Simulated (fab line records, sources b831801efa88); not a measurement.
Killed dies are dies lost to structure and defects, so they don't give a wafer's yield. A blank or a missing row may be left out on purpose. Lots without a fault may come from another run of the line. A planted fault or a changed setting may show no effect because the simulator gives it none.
Problem report in the 8D (eight disciplines) form, filled by code | flow gf180mcu | the parts of the form that need people (team, actions taken, sign-off) are left out

1. THE PROBLEM
chamber_pressure_Torr at GF_V5_CVD_23 reads a mean of 37.17 Torr on 4 wafers of 2 lots; wafers without a fault read 39.99 Torr with a standard deviation of 0.081. That is -35 standard deviations from the usual mean.
The step: deposits W, target thk 350 nm, time 104.9 s.
First seen on wafer L648.1, day 32 21:08, on cvd_w-02. The record holds 42 wafers of 14 lots with a number at this step. Rule for "out", or "out of limits": more than 4 standard deviations from the usual mean. The other wafers with a number count as sound.

2. WHAT IT IS AND WHAT IT IS NOT
question                    | is                             | is not
which readings at this step | chamber_pressure_Torr          | heater_power_w
which lots                  | L648, L651                     | L631, L632, L633, L634, L635, L636, L638, L639, L640, L642, L643, L647
which wafers of those lots  | L648.1, L648.6, L651.1, L651.5 | L648.5, L651.6
read on which tools         | cvd_w-02                       | cvd_w-01
when                        | from day 32 21:08              | up to then (37 sound wafers); but 1 sound wafer of L651 came after

3. SUSPECTS, AND WHAT RULES EACH OUT
Counting: a tool at a process step up to the reading stays a suspect if it ran every lot that is out. Sound lots after the first of them don't rule it out here, since some wafers of a struck lot are sound.
- cvd_w-02 at GF_V5_CVD_23 (deposits W, target thk 350 nm, time 104.9 s): kept. It ran every lot that is out, first L648 (day 32 21:08); its last sound lot up to then is L643 (day 31 17:43). Its own readings are out on those wafers: chamber_pressure_Torr.
- Within cvd_w-02 at GF_V5_CVD_23: the wafers that are out ran in chamber 0; their sound lot-mates ran in chamber 1.
Left after counting: cvd_w-02 at GF_V5_CVD_23.

4. THE CAUSE (what the simulator had put in)
Process parameter drift: cvd_w-02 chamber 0, from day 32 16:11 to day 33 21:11, at GF_V5_CVD_23. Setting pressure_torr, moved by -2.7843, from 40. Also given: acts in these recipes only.
Counting left only this tool.

5. THE CHAIN OF EFFECTS, in route order
Each row: a reading whose mean over the struck wafers that have a number lies more than 3 standard deviations from the usual. Only readings for which the record gives a usual standard deviation are gone through. hours: the time from each lot's start at the first step in this table that gives one to its start at this step, as a median over the lots. sigmas: the change in usual standard deviations.
hours | step         | reading               | usual      | on struck wafers | change | sigmas
0     | GF_V5_CVD_23 | chamber_pressure_Torr | 39.99 Torr | 37.17            | -2.82  | -35
The process steps in it:
- GF_V5_CVD_23: deposits W, target thk 350 nm, time 104.9 s.

6. WHAT WOULD HAVE CAUGHT IT SOONER
In this record the first reading out of limits was taken at day 32 21:08, 5 hours after the fault began at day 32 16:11.
